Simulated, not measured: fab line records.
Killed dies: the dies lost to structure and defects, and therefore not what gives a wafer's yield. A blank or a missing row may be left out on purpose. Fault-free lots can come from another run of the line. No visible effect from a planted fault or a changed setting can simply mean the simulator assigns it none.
A struck lot beside a sound one    flow sky130    15 steps out of a route of 708
Sound: the wafers L793.1, L793.2, L793.5. The struck wafers were L806.2, L806.4, L806.5. The cause comes at the end.
At each step with rows: each side's tool, then ch and its chambers, then its first start. Under that, the readings that differ: sound wafers    struck wafers    difference of the means    sigmas: that difference in standard deviations of wafers without a fault.
alike: a reading whose means differ by less than 2 such deviations, as well as words and numbers matching on both sides. not compared: withheld readings; readings where some wafer has no value; bounds like >300 that might hide an equal value; numbers whose values overlap and for which the record gives no deviation.
A row with sigmas, a row that says differs or no value, or rows on one side alone: a step with any of these is where the two part. When numbers do not overlap yet have no deviation, they are printed without sigmas and do not part them. Lack of a reading on every wafer of one side parts them only where that side has two or more wafers.

first, 6 steps without rows for these wafers: SKY_LDD_N_HMDS_01 (prime time 60 s); SKY_LDD_N_COAT_02 (resist thk 300 nm); SKY_LDD_N_SOFTBAKE_03 (time 60 s); SKY_LDD_N_EXPOSE_04 (exposes mask NTM, target cd 840 nm); SKY_LDD_N_PEB_05; SKY_LDD_N_DEVELOP_06 (develop time 60 s).
SKY_LDD_N_OVL_MEAS_07:
  struck on overlay-02, day 24 13:57; sound on overlay-02, day 20 12:49
  alike: LDD_N_OVL
then, 5 steps without rows for these wafers: SKY_LDD_N_IMPLANT_08; SKY_LDD_N_IMPLANT_09; SKY_LDD_N_IMPLANT_10; SKY_LDD_N_IMPLANT_11; SKY_LDD_N_IMPLANT_12.
SKY_LDD_N_IMPLANT_13:
  sound on implanter-04 ch 0, day 20 13:36; struck on implanter-04 ch 0, day 24 14:45
reading             sound                          struck                        difference  sigmas
dose_ions_cm2       4.985e+12 4.997e+12 4.993e+12  3.149e+12 3.14e+12 3.133e+12  -1.851e+12  -99 or more
faraday_current_uA  28.5 28.5 27.9                 17.9 18.0 17.2                -10.6       -18
then, 2 steps without rows for these wafers: SKY_LDD_N_IMPLANT_14; SKY_PAD_OPEN_PROBE_99.

## WHERE THEY PART
Only at SKY_LDD_N_IMPLANT_13, as far as this record shows.

WHY: whatever the simulator had introduced
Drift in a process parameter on implanter-04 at SKY_LDD_N_IMPLANT_13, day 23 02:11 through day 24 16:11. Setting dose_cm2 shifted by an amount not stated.
